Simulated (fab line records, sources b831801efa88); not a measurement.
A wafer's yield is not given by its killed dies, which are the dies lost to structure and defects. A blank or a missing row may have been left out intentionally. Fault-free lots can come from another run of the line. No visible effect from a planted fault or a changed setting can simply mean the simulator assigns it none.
Which tool did it?    flow gf180mcu    18 wafers from 6 lots sampled at 4 of the route's 602 steps

WHAT EACH GAUGE READ, for each wafer
GF_MIM_THK_MEAS_11: measures by xrf.
lot   measured      on             MIM_ALCU_THK (nm)
L508  day 24 18:36  film_metro-04  196.7 192.3 193.7
L510  day 25 15:21  film_metro-04  191.8 197.7 193.9
L514  day 27 19:46  film_metro-02  195.4 195.6 197.8
L523  day 30 01:53  film_metro-02  196.0 194.7 197.5
L525  day 30 19:43  film_metro-04  196.7 196.1 195.4
L529  day 31 10:14  film_metro-04  191.3 189.1 194.7

EACH LOT AND THE TOOL THAT RAN IT (in order: tool; ch and the chambers of the sampled wafers; start)
lot   GF_M4_METAL_ETCH_16                GF_MIM_SPUTTER_04             GF_MIM_SPUTTER_09
L508  rie_metal-02 ch 0,1, day 23 16:38  pvd_sputter-03, day 24 18:14  pvd_sputter-03, day 24 18:26
L510  rie_metal-03 ch 0,1, day 24 14:44  pvd_sputter-03, day 25 14:59  pvd_sputter-01, day 25 15:11
L514  rie_metal-02 ch 0,1, day 26 18:52  pvd_sputter-03, day 27 19:25  pvd_sputter-01, day 27 19:37
L523  rie_metal-01 ch 0,1, day 29 03:34  pvd_sputter-04, day 30 01:32  pvd_sputter-01, day 30 01:44
L525  rie_metal-02 ch 0,1, day 29 21:38  pvd_sputter-04, day 30 19:22  pvd_sputter-01, day 30 19:34
L529  rie_metal-01 ch 0, day 30 12:50    pvd_sputter-01, day 31 09:52  pvd_sputter-04, day 31 10:04
- GF_M4_METAL_ETCH_16: etches the open film in Cl2/BCl3, stops on SiO2, target depth 750.8 nm, time 125.1 s.
- GF_MIM_SPUTTER_04: material TiN, target thk 50 nm, time 41.7 s.
- GF_MIM_SPUTTER_09: material TiN, target thk 35 nm, time 29.2 s.

THE ANSWER, worked out from the rows above alone
Rule: what is usual is taken from the lots themselves. The widest of any qualifying gaps counts: lots, ordered by their means at a reading, are off when they make up no more than a third of the lots, leave a main group of 4 or more, and stand apart from it by 3 or more times the standard deviation of that group's means. A main group whose means are all the same, to the digits that the tables above print for the reading, isn't used. Also off: a lot with no number at a reading for which 4 or more lots have one. The other lots that the step has rows for count as sound.
No lot is off on any of the readings shown, so nothing can be concluded from this.

WHAT THE SIMULATOR HAD PUT IN
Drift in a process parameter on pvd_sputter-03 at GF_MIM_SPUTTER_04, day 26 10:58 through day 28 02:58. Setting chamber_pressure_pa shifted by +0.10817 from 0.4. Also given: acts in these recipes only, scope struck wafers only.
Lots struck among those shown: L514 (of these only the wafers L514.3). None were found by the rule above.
